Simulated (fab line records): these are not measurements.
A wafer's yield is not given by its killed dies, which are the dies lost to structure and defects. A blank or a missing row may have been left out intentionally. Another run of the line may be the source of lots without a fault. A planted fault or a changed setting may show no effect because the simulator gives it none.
A lot that was struck, set against a sound lot + flow sky130 + 17 out of 708 route steps
Sound: these wafers, L899.2, L899.3, L899.4. The struck wafers were L893.3, L893.4, L893.5. At the end, the cause is stated.
For every step that has rows: the tool of each side, followed by ch and its chambers, followed by its first start. Under that, the readings that differ: sound wafers + struck wafers + difference of the means + sigmas: that difference in standard deviations of wafers without a fault.
alike: readings with means less than 2 such deviations apart, plus words and numbers identical on both sides. not compared: withheld readings, readings lacking a value on some wafer, bounds such as >300 that could conceal the same value, and numbers that have no deviation in the record and whose values overlap.
Wherever a step has rows on one side only, a row that says differs or no value, or a row with sigmas, the two part there. Numbers that have no deviation but don't overlap get no sigmas and don't part them. A reading missing from all wafers of one side parts the sides only when that side holds two or more wafers.

first, 2 steps without rows for these wafers: SKY_NWELL_IMPLANT_12; SKY_NWELL_IMPLANT_13.
SKY_NWELL_STRIP_14: strips in O2/N2.
  sound on plasmaAsher-02 ch 0,1, day 8 13:07; struck on plasmaAsher-01 ch 0,1, day 6 23:59
  alike: drypumpMotorCurrentA, oesProductAu, stripTimeToEndpointS
  not compared: rfHoursCounterH
SKY_NWELL_TW_MEAS_15:
  sound: filmMetro-04 at day 8 13:14; struck: filmMetro-04 at day 7 00:04
  alike: NWELL_TW
then, 7 steps without rows for these wafers: SKY_NWELL_DEHYDRATE_16 (time 60 s); SKY_NWELL_HMDS_17 (prime time 60 s); SKY_NWELL_COAT_18 (resist thk 3000 nm); SKY_NWELL_SOFTBAKE_19; SKY_NWELL_EXPOSE_20 (exposes mask NWM COMPLEMENT, target cd 840 nm); SKY_NWELL_PEB_21; SKY_NWELL_DEVELOP_22 (develop time 60 s).
SKY_NWELL_OVL_MEAS_23:
  sound: overlay-02 at day 9 12:05; struck: overlay-01 at day 7 20:45
  alike: NWELL_01_OVL
SKY_NWELL_IMPLANT_24:
  sound on implanter-04 ch 0, day 9 12:16; struck on implanter-01 ch 0, day 7 20:49
| reading          | sound                         | struck                           | difference  | sigmas      |
|------------------|-------------------------------|----------------------------------|-------------|-------------|
| doseIonsCm2      | 9.204e+12 9.193e+12 9.198e+12 | 5.5878e+13 5.5878e+13 5.5892e+13 | +4.6684e+13 | +99 or more |
| faradayCurrentUA | 50.2 51.4 52.5                | 323.9 315.8 321.8                | +269.1      | +99 or more |
  alike: beamEnergyKeV, beamOnS
SKY_NWELL_STRIP_25: strips in O2/N2.
  sound on plasmaAsher-04 ch 0,1, day 9 12:23; struck on plasmaAsher-02 ch 0,1, day 7 20:58
| reading                  | sound             | struck            | difference | sigmas |
|--------------------------|-------------------|-------------------|------------|--------|
| stripTimeToEndpointS (s) | 37.00 37.01 37.08 | 36.81 36.79 36.74 | -0.25      | -3     |
  alike: drypumpMotorCurrentA, oesProductAu
  not compared: rfHoursCounterH
SKY_NWELL_TW_MEAS_26:
  sound: filmMetro-03 at day 9 12:29; struck: filmMetro-04 at day 7 21:02
| reading    | sound       | struck      | difference | sigmas |
|------------|-------------|-------------|------------|--------|
| NWELL_2_TW | 488 488 487 | 888 891 893 | +403       | +58    |
then, 1 step without rows for these wafers: SKY_NWELL_CLEAN_27 (cleans in SC1/SC2, time 150 s).
-- the record jumps here: 41 days lie between the struck wafers' starts before and after (it left off in module NWELL and takes up again in module PAD_OPEN, whose first step shown is number 708 of the route) --
SKY_PAD_OPEN_PROBE_99:
  sound: prober-01 at day 50 05:53; struck: prober-02 at day 48 22:15
| reading                               | sound                        | struck                       | difference | sigmas |
|---------------------------------------|------------------------------|------------------------------|------------|--------|
| model.etest.pfet_16v.rOnOhmUm         | 1.636e+04 1.5e+04 1.583e+04  | 8225 8174 8191               | -7533      |        |
| model.etest.nfet_16v.rOnOhmUm         | 1.44e+04 1.407e+04 1.429e+04 | 2.034e+04 2.063e+04 2.05e+04 | +6.237e+03 |        |
| model.etest.resIsoPwell.rsOhmSq       | 3707 3097 3526               | 898.4 929.1 909.4            | -2531.0    |        |
| model.etest.resPwellUnderGate.rsOhmSq | 2283 2281 2299               | 706 699.2 703.9              | -1585      |        |
| model.etest.resIsoPwell.lineOhmUm     | 1395 1172 1329               | 330.1 338.5 331.3            | -965.4     |        |
| model.etest.tip_n_5v.rsOhmSq          | 1368 1367 1370               | 1713 1689 1715               | +337       |        |
| model.etest.resNwell.lineOhmUm        | 1171 1082 1141               | 1425 1454 1450               | +312       |        |
| model.etest.tipSonos.rsOhmSq          | 2613 2585 2623               | 2985 2937 2920               | +340       |        |
  alike: killed_at_M0_to_M3, killed_at_M4_up, killedAtContacts, killedAtFrontEnd, killedAtOther, killedDies, killedOpen, killedShort

== WHERE THEY PART ==
First at SKY_NWELL_IMPLANT_24; last, within this record, at SKY_NWELL_TW_MEAS_26. Later steps at which nothing parts them and some readings are alike: SKY_PAD_OPEN_PROBE_99.

WHY: what the simulator had put in
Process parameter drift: implanter-01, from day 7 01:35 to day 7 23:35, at SKY_NWELL_IMPLANT_24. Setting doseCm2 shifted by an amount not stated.
